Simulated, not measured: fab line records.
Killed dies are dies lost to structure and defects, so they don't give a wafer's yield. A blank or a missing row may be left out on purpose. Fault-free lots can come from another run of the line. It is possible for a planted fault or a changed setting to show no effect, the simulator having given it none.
fab line records -- flow sky130
record lots=7, wafers=21, last_day=50
route steps=708 shown PASSIVATION@683 PAD_OPEN@694
lots that met no fault: from a run of the same line without faults
start_h: the number of hours between the record's first day and the start of the first shown wafer of the lot -- wait_h: hours from the lot's prior step to this one -- " repeats the value in the row above -- L1.1+2: a row that stands for several wafers -- - either no value or no given start -- * or withheld: withheld -- < > ~ a bound
route shown NAME@n: NAME is a module with steps in the file, n the number in the route of the first one -- usual: average and standard deviation across the fault-free wafers -- same: alike in all rows -- chamber/n: place in a boat -- sites: each site's reading -- _std_site: standard deviation of those values -- _edge_site: mean of outer sites minus mean of inner sites -- radius_mm: for every site, how far away it sits from the centre of the wafer -- mask NAME#n: copy n -- behind: the most recent tool/chamber to have shaped the wafer -- hold: what put the lot on hold/how long, in hours/how the hold closed -- device: transistor that didn't switch, given as n, p or np -- end of line: the same wafers' tests at the end of the route -- a step with no rows: only its recipe -- killed: at the first sort, the dies lost to defects and structure; wafer yield is something else -- map: the dies of a wafer, with x for killed, . for not killed, _ for no die there
set.NAME: setting as actually run; set.NAME@STEP: the setting as run at that earlier step -- model.NAME: the simulator's own value behind a step, which no gauge read
a table for each step, a row for each wafer; lots at some steps of the route
services: the hour from which a tool's chamber was out of use, counted from the record's first day as start_h (under 0 if before that day), plus the number of hours and why
## steps
# step SKY_PASSIVATION_CVD_02
# recipe material=Si3N4, target_thk_nm=540, temp_c=400, time_s=withheld, rf_w=450
# usual heater_power_outer_w=433/68, heater_power_w=719/89, susceptor_temp_C=399.97/0.22
lot.wafer,tool,chamber,start_h,wait_h,heater_power_outer_w,heater_power_w,susceptor_temp_C
L111.1,pecvd-03,1,1068.02,0.1,396,668,399.55
L111.2,pecvd-03,0,1068.02,0.1,543,765,400.24
L111.6,pecvd-03,2,1068.02,0.1,448,747,400.00
L121.2,pecvd-03,2,1118.96,0.0,425,700,399.76
L121.4,pecvd-03,2,1118.96,0.0,443,732,399.66
L121.5,pecvd-03,0,1118.96,0.0,521,776,400.14
L123.3,pecvd-03,2,1129.10,0.0,446,755,399.86
L123.4,pecvd-03,0,1129.10,0.0,448,661,399.85
L123.6,pecvd-03,2,1129.10,0.0,470,775,400.08
L125.3,pecvd-03,1,1137.39,0.0,449,747,399.50
L125.4,pecvd-03,2,1137.39,0.0,439,732,399.78
L125.6,pecvd-03,0,1137.39,0.0,564,797,400.11
L126.1,pecvd-03,1,1142.17,0.1,378,676,399.69
L126.4,pecvd-03,1,1142.17,0.1,406,709,399.70
L126.5,pecvd-03,2,1142.17,0.1,458,738,400.20
L127.1,pecvd-03,0,1151.97,0.1,541,791,399.82
L127.2,pecvd-03,1,1151.97,0.1,370,659,399.65
L127.6,pecvd-03,0,1151.97,0.1,542,816,399.76
L128.1,pecvd-01,1,1161.84,0.1,345,624,399.92
L128.4,pecvd-01,2,1161.84,0.1,461,769,399.99
L128.5,pecvd-01,0,1161.84,0.1,421,781,400.42
# step SKY_PASSIVATION_THK_MEAS_03
# recipe reads=Si3N4_of_PASSIVATION_CVD_02
# usual PASSIVATION_CVD_02_THK=543/7
lot.wafer,tool,chamber,start_h,wait_h,PASSIVATION_CVD_02_THK[nm]
L111.1,film_metro-03,-,1068.24,-,543
L111.2,film_metro-03,-,1068.24,-,543
L111.6,film_metro-03,-,1068.24,-,560
L121.2,film_metro-04,-,1119.20,-,539
L121.4,film_metro-04,-,1119.20,-,545
L121.5,film_metro-04,-,1119.20,-,546
L123.3,film_metro-03,-,1129.35,-,544
L123.4,film_metro-03,-,1129.35,-,557
L123.6,film_metro-03,-,1129.35,-,561
L125.3,film_metro-03,-,1137.63,-,542
L125.4,film_metro-03,-,1137.63,-,546
L125.6,film_metro-03,-,1137.63,-,553
L126.1,film_metro-03,-,1142.39,-,543
L126.4,film_metro-03,-,1142.39,-,548
L126.5,film_metro-03,-,1142.39,-,544
L127.1,film_metro-01,-,1152.20,-,532
L127.2,film_metro-01,-,1152.20,-,538
L127.6,film_metro-01,-,1152.20,-,540
L128.1,film_metro-04,-,1162.07,-,544
L128.4,film_metro-04,-,1162.07,-,547
L128.5,film_metro-04,-,1162.07,-,550
# step SKY_PASSIVATION_DEHYDRATE_04
# recipe temp_c=200, time_s=60
# step SKY_PASSIVATION_HMDS_05
# recipe prime_time_s=60, prime_temp_c=120
# step SKY_PASSIVATION_COAT_06
# recipe spin_rpm=2000, resist_thk_nm=3000
# step SKY_PASSIVATION_SOFTBAKE_07
# recipe temp_c=110, time_s=withheld
# step SKY_PASSIVATION_EXPOSE_08
# recipe mask_id=NSM, target_cd_nm=3000, na=0.57, dose_mj=260
# step SKY_PASSIVATION_PEB_09
# recipe temp_c=115, time_s=withheld
# step SKY_PASSIVATION_DEVELOP_10
# recipe develop_time_s=60, dev_temp_c=23
# step SKY_PASSIVATION_ETCH_11
# recipe chemistry=CF4/O2, target_depth_nm=725, stop_on=AlCu, source_w=800, bias_w=150, pressure_mtorr=150, cf4_flow_sccm=80, O2_flow_sccm=10, time_s=161.1
# usual bias_w=150.0/0.46, drypump_motor_current_A=5.6/0.41, oes_product_au=0.979/0.0074, throttle_valve_pct=5.964/0.0095
lot.wafer,tool,chamber,start_h,wait_h,bias_w,drypump_motor_current_A,oes_product_au,rf_hours_counter_h,throttle_valve_pct
L111.1,rie_diel-01,2,1088.52,-,150.6,5.1,0.984,19,5.960
L111.2,rie_diel-01,0,1088.52,-,149.6,5.9,0.970,0,5.970
L111.6,rie_diel-01,2,1088.52,-,149.5,5.1,0.983,-,5.980
L121.2,rie_diel-02,1,1138.48,-,149.4,5.6,0.977,20,5.963
L121.4,rie_diel-02,0,1138.48,-,150.0,5.1,0.981,18,5.960
L121.5,rie_diel-02,3,1138.48,-,149.6,5.9,0.977,-,5.967
L123.3,rie_diel-02,0,1147.88,-,150.3,5.1,0.974,18,5.977
L123.4,rie_diel-02,2,1147.88,-,150.1,5.4,0.984,2,5.965
L123.6,rie_diel-02,1,1147.88,-,149.8,5.5,0.981,-,5.957
L125.3,rie_diel-03,1,1156.18,-,150.5,4.9,0.975,18,5.959
L125.4,rie_diel-03,3,1156.18,-,150.1,5.7,0.986,21,5.968
L125.6,rie_diel-03,3,1156.18,-,149.8,5.6,0.980,-,5.962
L126.1,rie_diel-02,3,1160.33,-,151.0,5.9,0.977,10,5.975
L126.4,rie_diel-02,0,1160.33,-,149.3,5.1,0.976,18,5.960
L126.5,rie_diel-02,2,1160.33,-,150.2,5.4,0.981,-,5.952
L127.1,rie_diel-02,2,1169.22,-,149.8,5.3,0.973,3,5.975
L127.2,rie_diel-02,0,1169.22,-,149.6,5.1,0.973,18,5.965
L127.6,rie_diel-02,3,1169.22,-,150.1,5.9,0.979,-,5.952
L128.1,rie_diel-02,3,1179.23,-,150.5,5.9,0.973,11,5.957
L128.4,rie_diel-02,0,1179.23,-,150.3,5.1,0.983,19,5.981
L128.5,rie_diel-02,3,1179.23,-,150.2,6.0,0.976,-,5.975
# step SKY_PASSIVATION_STRIP_12
# recipe chemistry=O2/N2, power_w=1400, pressure_mtorr=1500, platen_temp_c=withheld, overash_fraction=0.7, o2_flow_sccm=3000, n2_flow_sccm=300
# usual drypump_motor_current_A=5.5/0.47, oes_product_au=0.661/0.0051, strip_time_to_endpoint_s=31.54/0.12
lot.wafer,tool,chamber,start_h,wait_h,drypump_motor_current_A,oes_product_au,rf_hours_counter_h,strip_time_to_endpoint_s
L111.1,plasma_asher-01,1,1088.63,0.1,5.1,0.668,35,31.78
L111.2,plasma_asher-01,0,1088.63,0.1,4.9,0.658,35,31.57
L111.6,plasma_asher-01,0,1088.63,0.1,4.9,0.659,-,31.78
L121.2,plasma_asher-02,0,1138.59,0.1,6.3,0.662,70,31.78
L121.4,plasma_asher-02,0,1138.59,0.1,6.3,0.660,-,31.65
L121.5,plasma_asher-02,1,1138.59,0.1,5.6,0.664,-,31.78
L123.3,plasma_asher-03,0,1148.02,0.1,5.5,0.662,-,31.52
L123.4,plasma_asher-03,1,1148.02,0.1,5.3,0.657,-,31.34
L123.6,plasma_asher-03,0,1148.02,0.1,5.5,0.654,-,31.59
L125.3,plasma_asher-02,0,1156.31,0.1,6.3,0.666,-,31.51
L125.4,plasma_asher-02,1,1156.31,0.1,5.6,0.655,-,31.35
L125.6,plasma_asher-02,1,1156.31,0.1,5.6,0.667,-,31.39
L126.1,plasma_asher-01,0,1160.43,0.1,4.9,0.663,42,31.61
L126.4,plasma_asher-01,1,1160.43,0.1,5.1,0.666,-,31.56
L126.5,plasma_asher-01,1,1160.43,0.1,5.1,0.668,-,31.36
L127.1,plasma_asher-02,0,1169.33,0.1,6.3,0.663,73,31.59
L127.2,plasma_asher-02,1,1169.33,0.1,5.6,0.657,73,31.54
L127.6,plasma_asher-02,1,1169.33,0.1,5.5,0.660,-,31.63
L128.1,plasma_asher-01,0,1179.34,0.1,4.9,0.663,44,31.69
L128.4,plasma_asher-01,0,1179.34,0.1,4.9,0.667,-,31.63
L128.5,plasma_asher-01,1,1179.34,0.1,5.1,0.662,-,31.74
# step SKY_PAD_OPEN_DEHYDRATE_00
# recipe temp_c=200, time_s=60
# step SKY_PAD_OPEN_HMDS_01
# recipe prime_time_s=60, prime_temp_c=120
# usual exhaust_pa=45.2/1, prime_temp_c=120.00/0.12
lot.wafer,tool,chamber,start_h,wait_h,exhaust_pa,prime_temp_c
L111.1,litho_track-01,0,1097.87,0.1,45.2,119.92
L111.2,litho_track-01,0,1097.87,0.1,46.0,120.16
L111.6,litho_track-01,0,1097.87,0.1,44.2,119.96
L121.2,litho_track-03,0,1146.76,0.1,43.4,119.93
L121.4,litho_track-03,0,1146.76,0.1,44.0,120.12
L121.5,litho_track-03,0,1146.76,0.1,43.6,120.11
L123.3,litho_track-03,0,1157.03,0.1,44.1,112.80
L123.4,litho_track-03,0,1157.03,0.1,44.5,112.82
L123.6,litho_track-03,0,1157.03,0.1,44.7,112.77
L125.3,litho_track-03,0,1163.93,0.1,43.3,113.03
L125.4,litho_track-03,0,1163.93,0.1,44.6,112.93
L125.6,litho_track-03,0,1163.93,0.1,43.8,113.04
L126.1,litho_track-03,0,1168.23,0.1,44.6,112.87
L126.4,litho_track-03,0,1168.23,0.1,43.0,113.22
L126.5,litho_track-03,0,1168.23,0.1,43.9,112.84
L127.1,litho_track-02,0,1177.51,0.1,44.7,119.86
L127.2,litho_track-02,0,1177.51,0.1,44.0,119.89
L127.6,litho_track-02,0,1177.51,0.1,44.2,120.00
L128.1,litho_track-02,0,1186.26,0.1,44.7,120.07
L128.4,litho_track-02,0,1186.26,0.1,44.1,120.06
L128.5,litho_track-02,0,1186.26,0.1,45.0,119.93
# step SKY_PAD_OPEN_COAT_02
# recipe spin_rpm=2000, resist_thk_nm=3000
# step SKY_PAD_OPEN_PROBE_99
# usual defect_limited_yield=83.0/2, killed_at_M0_to_M3=43/7.1, killed_at_M4_up=3.1/1.7, killed_at_contacts=23/5.1, killed_at_front_end=14/4.4, killed_at_other=0.3/0.47, killed_dies=84/9.9, killed_open=45/6.6, killed_short=38/6.8, sort_bin_3_pad_short=0.8/0.4, sort_bin_5_function=10.1/1.4, sort_bin_6_memory=6.1/1.2, sort_n_pass=408/9.9, sort_yield_pct=83.0/2
# same gross_dies=492, killed_at_back_side=0, sort_bin_4_leakage[%]=0, sort_bin_8_speed[%]=0
lot.wafer,tool,chamber,start_h,wait_h,defect_limited_yield[%],killed_at_M0_to_M3,killed_at_M4_up,killed_at_contacts,killed_at_front_end,killed_at_other,killed_dies,killed_open,killed_short,sort_bin_3_pad_short[%],sort_bin_5_function[%],sort_bin_6_memory[%],sort_n_pass,sort_yield_pct[%]
L123.3,prober-01,-,1168.01,0.2,81.1,53,3,29,8,0,93,50,43,1.4,8.9,8.5,399,81.1
L123.4,prober-01,-,1168.06,0.2,81.9,44,4,27,14,0,89,48,41,1.2,10.0,6.9,403,81.9
L123.6,prober-01,-,1168.16,0.2,81.9,40,4,29,15,1,89,48,41,1.0,10.8,6.3,403,81.9
L125.3,prober-02,-,1175.95,0.2,83.9,31,3,26,19,0,79,45,34,0.4,8.9,6.7,413,83.9
L125.4,prober-02,-,1176.00,0.2,83.9,47,5,18,9,0,79,42,37,1.2,10.6,4.3,413,83.9
L125.6,prober-02,-,1176.10,0.2,81.5,51,5,20,14,1,91,43,48,0.8,12.8,4.9,401,81.5
L126.1,prober-02,-,1179.59,0.1,81.9,43,5,31,9,1,89,50,39,0.6,11.6,5.9,403,81.9
L126.4,prober-02,-,1179.74,0.2,85.0,41,4,21,8,0,74,46,28,0.8,8.3,5.9,418,85.0
L126.5,prober-02,-,1179.79,0.2,87.2,30,2,21,10,0,63,42,21,0.4,6.9,5.5,429,87.2
L128.1,prober-02,-,1197.27,0.1,83.9,44,6,19,9,1,79,42,37,1.0,10.0,5.1,413,83.9
L128.4,prober-02,-,1197.42,0.2,85.6,36,1,14,20,0,71,35,36,0.6,8.5,5.3,421,85.6
L128.5,prober-02,-,1197.47,0.2,82.3,44,3,22,18,0,87,59,28,0.6,9.6,7.5,405,82.3
# killed by level:class
L123.3 CONTACT:geometric_particle:open=13 VIA1:geometric_particle:open=13 VIA1:geometric_particle:short=7 LI_CONTACT:geometric_particle:open=6 VIA2:geometric_particle:open=6 METAL3:geometric_particle:short=5 VIA3:geometric_particle:open=5 LI_CONTACT:geometric_particle:short=4
L123.4 VIA1:geometric_particle:open=12 LI_CONTACT:geometric_particle:open=7 CONTACT:geometric_particle:short=7 CONTACT:geometric_particle:open=6 METAL1:geometric_particle:short=5 VIA3:geometric_particle:open=5 METAL3:geometric_particle:short=5 POLY_GATE:geometric_particle:open=4
L123.6 CONTACT:geometric_particle:open=12 VIA1:geometric_particle:open=8 CONTACT:geometric_particle:short=7 VIA3:geometric_particle:open=6 LI_CONTACT:geometric_particle:open=5 POLY_GATE:geometric_particle:open=5 METAL2:geometric_particle:short=5 VIA1:geometric_particle:short=5
L125.3 CONTACT:geometric_particle:open=14 FIELD_ISO:geometric_particle:open=7 CONTACT:geometric_particle:short=6 VIA1:geometric_particle:open=5 VIA3:geometric_particle:open=5 SPACER:geometric_particle:short=4 LI_CONTACT:geometric_particle:open=4 METAL1:geometric_particle:short=4
L125.4 VIA1:geometric_particle:open=19 CONTACT:geometric_particle:open=8 VIA1:geometric_particle:short=6 VIA3:geometric_particle:open=6 CONTACT:geometric_particle:short=5 METAL2:geometric_particle:short=5 METAL4:geometric_particle:short=5 METAL1:geometric_particle:short=3
L125.6 VIA1:geometric_particle:open=14 CONTACT:geometric_particle:open=6 METAL2:geometric_particle:short=6 VIA3:geometric_particle:open=6 CONTACT:geometric_particle:short=5 VIA3:geometric_particle:short=5 VIA1:geometric_particle:short=5 FIELD_ISO:geometric_particle:short=4
L126.1 CONTACT:geometric_particle:open=13 VIA1:geometric_particle:open=13 VIA1:geometric_particle:short=11 LI_CONTACT:geometric_particle:open=8 METAL1:geometric_particle:short=5 CONTACT:geometric_particle:short=5 VIA2:geometric_particle:open=4 METAL3:geometric_particle:short=4
L126.4 VIA1:geometric_particle:open=19 CONTACT:geometric_particle:open=9 VIA3:geometric_particle:open=5 LI_CONTACT:geometric_particle:open=5 CONTACT:geometric_particle:short=5 METAL1:geometric_particle:short=4 FIELD_ISO:geometric_particle:short=3 VIA1:geometric_particle:short=3
L126.5 VIA1:geometric_particle:open=10 LI_CONTACT:geometric_particle:open=9 CONTACT:geometric_particle:open=5 VIA3:geometric_particle:open=5 CONTACT:geometric_particle:short=4 VIA2:geometric_particle:open=4 SPACER:geometric_particle:open=3 METAL2:geometric_particle:short=3
L128.1 VIA1:geometric_particle:open=14 VIA2:geometric_particle:open=8 CONTACT:geometric_particle:open=6 VIA1:geometric_particle:short=6 CONTACT:geometric_particle:short=5 FIELD_ISO:geometric_particle:open=4 METAL4:geometric_particle:short=4 METAL1:geometric_particle:short=4
L128.4 VIA1:geometric_particle:short=7 VIA1:geometric_particle:open=7 FIELD_ISO:geometric_particle:short=5 FIELD_ISO:geometric_particle:open=5 CONTACT:geometric_particle:open=5 VIA3:geometric_particle:open=4 POLY_GATE:geometric_particle:open=4 LI_CONTACT:geometric_particle:open=4
L128.5 VIA1:geometric_particle:open=14 VIA3:geometric_particle:open=7 CONTACT:geometric_particle:open=7 VIA2:geometric_particle:open=7 FIELD_ISO:geometric_particle:open=6 LI_CONTACT:geometric_particle:open=6 POLY_GATE:geometric_particle:short=5 LOCAL_INTERCONNECT:geometric_particle:short=5
## services
tool,chamber,start_h,hours,kind
rie_diel-02,0,1052.24,3.3,repair
rie_diel-01,0,1054.67,-,clean
rie_diel-01,0,1054.67,18.7,scheduled_down
rie_diel-01,0,1054.67,18.7,vent_cycle
plasma_asher-03,-,1055.25,9.0,pm
plasma_asher-03,0,1055.25,9.0,vent_cycle
plasma_asher-03,1,1055.25,9.0,vent_cycle
plasma_asher-03,0,1064.25,-,clean
plasma_asher-03,1,1064.25,-,clean
rie_diel-02,2,1069.66,-,clean
rie_diel-02,2,1069.66,15.5,scheduled_down
rie_diel-02,2,1069.66,15.5,vent_cycle
rie_diel-01,1,1073.37,-,clean
pecvd-03,-,1079.67,1.5,repair
plasma_asher-03,-,1079.78,0.3,repair
rie_diel-02,3,1080.82,4.8,repair
pecvd-03,0,1082.38,2.1,scheduled_down
plasma_asher-03,-,1089.65,1.3,repair
plasma_asher-03,-,1124.73,2.8,pm
rie_diel-01,2,1142.52,13.4,repair
rie_diel-02,0,1161.44,7.5,repair
rie_diel-03,0,1177.48,4.1,repair
pecvd-03,0,1180.62,-,clean
pecvd-03,0,1180.62,-,consumable_replace:showerhead
## key
first_sign step=SKY_PAD_OPEN_HMDS_01, reading=prime_temp_c, direction=down, sigmas=57, usual=*, struck=*
effect none on later readings
met_at SKY_PAD_OPEN_HMDS_01
struck_wafers L123.3,L123.4,L123.6,L125.3,L125.4,L125.6,L126.1,L126.4,L126.5
onset_between 1146.76 1157.03
fault kind=process_parameter_drift, tool=litho_track-03, chamber=-, onset_h=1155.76, steps=SKY_PAD_OPEN_HMDS_01, channel=prime_temp_c, offset=*, shape=step, end_h=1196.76, acts_in=*, stated=*
